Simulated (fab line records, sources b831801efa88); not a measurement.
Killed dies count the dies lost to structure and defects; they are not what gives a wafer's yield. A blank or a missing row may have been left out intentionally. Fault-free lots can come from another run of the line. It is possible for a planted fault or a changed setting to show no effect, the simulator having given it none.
The tool behind it: which one?	flow sky130	12 lots with 36 wafers sampled at 5 steps, on a route of 708 steps

WHAT THE GAUGES SHOWED, per wafer
SKY_LOCAL_INTERCONNECT_THK_MEAS_02: measures by xrf.
lot	measured	on	LOCAL_INTERCONNECT_TIN_THK (nm)
L138	day 28 22:11	filmMetro-04	98.5 98.2 99.0
L139	day 29 12:40	filmMetro-03	97.3 97.4 97.6
L140	day 30 00:13	filmMetro-01	99.3 98.4 99.4
L141	day 30 04:56	filmMetro-01	100.7 100.1 102.2
L142	day 30 18:58	filmMetro-04	97.7 97.9 98.3
L144	day 31 00:33	filmMetro-01	98.6 98.2 97.9
L145	day 31 12:55	filmMetro-03	99.4 99.8 100.4
L148	day 32 19:54	filmMetro-04	97.8 97.3 98.0
L149	day 33 05:01	filmMetro-04	98.3 98.0 98.1
L157	day 35 09:25	filmMetro-04	97.4 98.4 97.3
L158	day 35 18:02	filmMetro-03	98.3 99.0 98.6
L161	day 36 12:16	filmMetro-03	100.2 99.9 99.7

SKY_METAL1_THK_MEAS_06: measures by xrf.
lot	measured	on	METAL1_ALCU_THK (nm)
L138	day 31 09:43	filmMetro-04	249.3 253.2 249.4
L139	day 32 00:10	filmMetro-04	252.9 254.7 253.0
L140	day 32 10:28	filmMetro-04	254.7 255.4 254.0
L141	day 32 15:52	filmMetro-04	255.4 252.9 255.8
L142	day 33 05:25	filmMetro-01	250.2 248.9 251.8
L144	day 33 11:04	filmMetro-02	251.0 249.3 247.9
L145	day 33 23:01	filmMetro-04	255.2 256.5 254.9
L148	day 35 05:11	filmMetro-01	252.8 254.5 255.2
L149	day 35 13:05	filmMetro-01	253.5 253.8 253.2
L157	day 37 16:13	filmMetro-04	254.9 255.4 256.3
L158	day 38 01:48	filmMetro-01	255.9 256.6 258.8
L161	day 38 17:47	filmMetro-02	251.4 252.9 249.8

EACH LOT AND THE TOOL THAT RAN IT (in order: tool; ch and the chambers of the sampled wafers; start)
lot	SKY_LI_CONTACT_COAT_07	SKY_LI_CONTACT_STRIP_16	SKY_LOCAL_INTERCONNECT_STRIP_15
L138	lithoTrack-04 ch 0, day 28 06:00	plasmaAsher-02 ch 0,1, day 28 20:57	plasmaAsher-02 ch 0,1, day 30 02:50
L139	lithoTrack-04 ch 0, day 28 19:00	plasmaAsher-02 ch 0,1, day 29 11:26	plasmaAsher-01 ch 0,1, day 30 16:44
L140	lithoTrack-03 ch 0, day 29 08:00	plasmaAsher-04 ch 0,1, day 29 23:00	plasmaAsher-01 ch 0,1, day 31 04:05
L141	lithoTrack-01 ch 0, day 29 13:00	plasmaAsher-01 ch 0, day 30 03:43	plasmaAsher-02 ch 0,1, day 31 08:54
L142	lithoTrack-04 ch 0, day 30 02:00	plasmaAsher-02 ch 0,1, day 30 17:45	plasmaAsher-01 ch 0,1, day 31 23:29
L144	lithoTrack-04 ch 0, day 30 09:00	plasmaAsher-02 ch 0,1, day 30 23:20	plasmaAsher-03 ch 0,1, day 32 04:41
L145	lithoTrack-01 ch 0, day 30 21:00	plasmaAsher-02 ch 0,1, day 31 11:41	plasmaAsher-03 ch 0,1, day 32 16:11
L148	lithoTrack-04 ch 0, day 32 04:00	plasmaAsher-02 ch 0,1, day 32 18:41	plasmaAsher-01 ch 0,1, day 33 23:10
L149	lithoTrack-04 ch 0, day 32 13:00	plasmaAsher-01 ch 0,1, day 33 03:45	plasmaAsher-02 ch 0,1, day 34 07:56
L157	lithoTrack-04 ch 0, day 34 18:00	plasmaAsher-01 ch 0,1, day 35 08:12	plasmaAsher-02 ch 0, day 36 11:17
L158	lithoTrack-04 ch 0, day 35 02:00	plasmaAsher-01 ch 0,1, day 35 16:48	plasmaAsher-01 ch 0, day 36 20:36
L161	lithoTrack-03 ch 0, day 35 21:00	plasmaAsher-04 ch 1, day 36 10:43	plasmaAsher-02 ch 0,1, day 37 14:14
- SKY_LI_CONTACT_COAT_07: resist thk 450 nm.
- SKY_LI_CONTACT_STRIP_16: strips in O2/N2.
- SKY_LOCAL_INTERCONNECT_STRIP_15: strips in O2/N2.

AS READ BY THE TOOLS THEMSELVES (means over the sampled wafers that have a number; for cases with no such wafer, the mark the record gives instead)
SKY_LI_CONTACT_COAT_07.
lot	tool	spinSpeedRpm (rpm)
L138	lithoTrack-04	3000.7
L139	lithoTrack-04	2998.6
L140	lithoTrack-03	3001.5
L141	lithoTrack-01	3001.2
L142	lithoTrack-04	3000.6
L144	lithoTrack-04	3000.1
L145	lithoTrack-01	2996.6
L148	lithoTrack-04	3000.8
L149	lithoTrack-04	2997.6
L157	lithoTrack-04	3115.2
L158	lithoTrack-04	3118.2
L161	lithoTrack-03	3001.5

SKY_LI_CONTACT_STRIP_16.
lot	tool	drypumpMotorCurrentA (A)	oesProductAu (a.u.)	stripTimeToEndpointS (s)
L138	plasmaAsher-02	5.76	0.374	3.477
L139	plasmaAsher-02	5.73	0.376	3.499
L140	plasmaAsher-04	5.89	0.377	3.506
L141	plasmaAsher-01	5.85	0.372	3.477
L142	plasmaAsher-02	5.77	0.378	3.541
L144	plasmaAsher-02	5.77	0.375	3.484
L145	plasmaAsher-02	5.76	0.379	3.499
L148	plasmaAsher-02	5.74	0.372	3.500
L149	plasmaAsher-01	5.92	0.376	3.496
L157	plasmaAsher-01	5.88	0.375	3.381
L158	plasmaAsher-01	5.87	0.373	3.398
L161	plasmaAsher-04	5.99	0.373	3.481

SKY_LOCAL_INTERCONNECT_STRIP_15.
lot	tool	drypumpMotorCurrentA (A)	oesProductAu (a.u.)	stripTimeToEndpointS (s)
L138	plasmaAsher-02	5.8	0.428	4.734
L139	plasmaAsher-01	5.9	0.428	4.714
L140	plasmaAsher-01	5.9	0.428	4.714
L141	plasmaAsher-02	5.8	0.429	4.724
L142	plasmaAsher-01	5.9	0.430	4.716
L144	plasmaAsher-03	5.5	0.434	4.725
L145	plasmaAsher-03	5.2	0.421	4.732
L148	plasmaAsher-01	5.9	0.431	4.728
L149	plasmaAsher-02	5.7	0.424	4.718
L157	plasmaAsher-02	5.7	0.426	4.727
L158	plasmaAsher-01	5.9	0.424	4.724
L161	plasmaAsher-02	5.8	0.433	4.733

THE ANSWER, worked out from the rows above alone
Rule: usual is defined by the lots themselves. The widest of any qualifying gaps counts: lots, ordered by their means at a reading, are off when they make up no more than a third of the lots, leave a main group of 4 or more, and stand apart from it by 3 or more times the standard deviation of that group's means. If all means in a main group match to the digits the tables above print for the reading, that group is not used. Also off: a lot with no number at a reading for which 4 or more lots have one. The other lots that the step has rows for count as sound. After the gauges, taken in route order, come the tools' own readings; for these a lot's mean is taken, as printed above. The first step at which some lot is off is used, and at that step the reading that is off furthest; a lot without a number counts as furthest.
Off: L157, L158 (SKY_LI_CONTACT_COAT_07, spinSpeedRpm). For the main group the mean is 2999.9 rpm and the standard deviation 1.6.
A tool fits if, at that step or a process step before it, it ran every lot that is off, and no sound lot after the first of them. One candidate fits, namely lithoTrack-04 at SKY_LI_CONTACT_COAT_07. A fault onset in the window from L149 (day 32 13:00, its last sound lot) to L157 (day 34 18:00, its first lot off) fits.
On the lots that are off, the tool's own readings at SKY_LI_CONTACT_COAT_07 differ by more than 5 times the standard deviation of the sound lots' means, which bears it out; spinSpeedRpm reads 3116.7 rpm there versus 2999.9 rpm on the sound lots.

WHAT THE SIMULATOR PUT IN
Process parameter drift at SKY_LI_CONTACT_COAT_07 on lithoTrack-04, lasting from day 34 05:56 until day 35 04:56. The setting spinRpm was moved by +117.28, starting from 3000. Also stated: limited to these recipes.
Lots struck among those shown: L157, L158. This agrees with what the rule above found.
